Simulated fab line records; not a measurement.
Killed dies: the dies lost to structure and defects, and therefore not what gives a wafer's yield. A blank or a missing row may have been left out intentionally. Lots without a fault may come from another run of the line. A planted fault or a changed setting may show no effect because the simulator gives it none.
One fault through the eyes of 2 desks | flow gf180mcu | what lay behind the numbers comes last; until then each desk has only its own

== AT THE METROLOGY DESK ==
What the gauges read for every lot (on any tool): the sampled wafers with a number, averaged. A lot is out of limits, marked OUT, if its mean lies more than 4 standard deviations from the usual mean; the brackets give that distance.
Columns: A = INCOMING_BOW at GF_STI_BOW_MEAS_00, usual 0 um; B = MVSD_TW at GF_MVSD_TW_MEAS_11, usual 1576; C = MVSD_RS at GF_VT_IMPLANT_RS_MEAS_46, usual 456.9 ohm/sq; D = cd_nm at GF_M1_CD_MEAS_14, usual 229.8 nm; E = V1_OVL at GF_V1_OVL_MEAS_15, usual -2 nm
lot  | first seen here | A  | B               | C               | D     | E
L617 | day 1 10:04     | -2 | 1590            | 457.1           | 230.1 | 8
L618 | day 1 15:00     | -2 | 1567            | 457.1           | 228.7 | -1
L621 | day 2 06:01     | 3  | 1589            | 455.7           | 230.2 | -4
L623 | day 2 16:02     | 1  | 1526 (-5.0) OUT | 517.8 (+55) OUT | 230.6 | -2
L624 | day 2 21:00     | -4 | 1528 (-4.8) OUT | 517.9 (+55) OUT | 231.4 | -3
L629 | day 3 22:01     | 3  | 1572            | 457.2           | 230.8 | 3
L631 | day 4 08:02     | 0  | 1595            | 457.3           | 230.6 | -1
L634 | day 4 23:01     | 0  | 1593            | 456.5           | 230.3 | -5
L636 | day 5 09:02     | 5  | 1571            | 456.4           | 230.6 | 7
L637 | day 5 14:00     | 5  | 1577            | 457.6           | 228.4 | -7
L638 | day 5 19:01     | 6  | 1574            | 456.5           | 229.8 | -1
L639 | day 6 00:02     | 2  | 1575            | 456.7           | 228.3 | -9
L640 | day 6 05:00     | 2  | 1578            | 457.1           | 229.2 | -1
Per this desk, out of limits: L623, L624; the first was L623, day 5 21:32 (MVSD_TW at GF_MVSD_TW_MEAS_11). L617, L618, L621, L629, L631, L634, L636, L637, L638, L639, L640: within limits.

== DESK OF THE TOOL OWNER: implanter-01 ==
The tool's own readings at GF_MVSD_IMPLANT_09: means of the sampled wafers that have a number, for each lot that ran on this tool. A lot is out of limits, marked OUT, if its mean lies more than 4 standard deviations from the usual mean; the brackets give that distance.
Columns: A = beam_energy_keV at GF_MVSD_IMPLANT_09, usual 100.00; B = dose_ions_cm2 at GF_MVSD_IMPLANT_09, usual 5.001e+12; C = faraday_current_uA at GF_MVSD_IMPLANT_09, usual 28.1
lot  | first seen here | A      | B                           | C
L623 | day 5 21:19     | 99.96  | 1.795e+12 (-99 or more) OUT | 10.1 (-32) OUT
L624 | day 6 03:19     | 99.97  | 1.792e+12 (-99 or more) OUT | 10.0 (-32) OUT
L636 | day 8 23:43     | 100.00 | 5.005e+12                   | 27.7
L637 | day 9 07:55     | 100.01 | 5.004e+12                   | 28.0
L638 | day 9 12:10     | 99.99  | 4.992e+12                   | 28.0
L639 | day 9 17:27     | 100.03 | 4.996e+12                   | 28.5
L640 | day 9 22:37     | 99.99  | 5.005e+12                   | 28.3
This desk finds L623, L624 out of limits, L623 being first, at day 5 21:19 (dose_ions_cm2 at GF_MVSD_IMPLANT_09). L636, L637, L638, L639, L640: within limits.

== PUT TOGETHER ==
At day 5 21:19, on L623, L624, the tool owner's desk was in a position to raise an alarm.
On L623, L624, the metrology desk was in a position to raise an alarm at day 5 21:32.
All the named lots went through GF_MVSD_IMPLANT_09 on implanter-01.

== WHAT THE SIMULATOR HAD INSERTED ==
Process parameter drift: implanter-01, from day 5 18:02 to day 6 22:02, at GF_MVSD_IMPLANT_09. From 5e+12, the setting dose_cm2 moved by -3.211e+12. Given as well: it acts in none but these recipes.
Shown lots that were struck: L623, L624.
Fault start to first reading out of limits, in hours, per desk: tool owner, 3; metrology, 4.
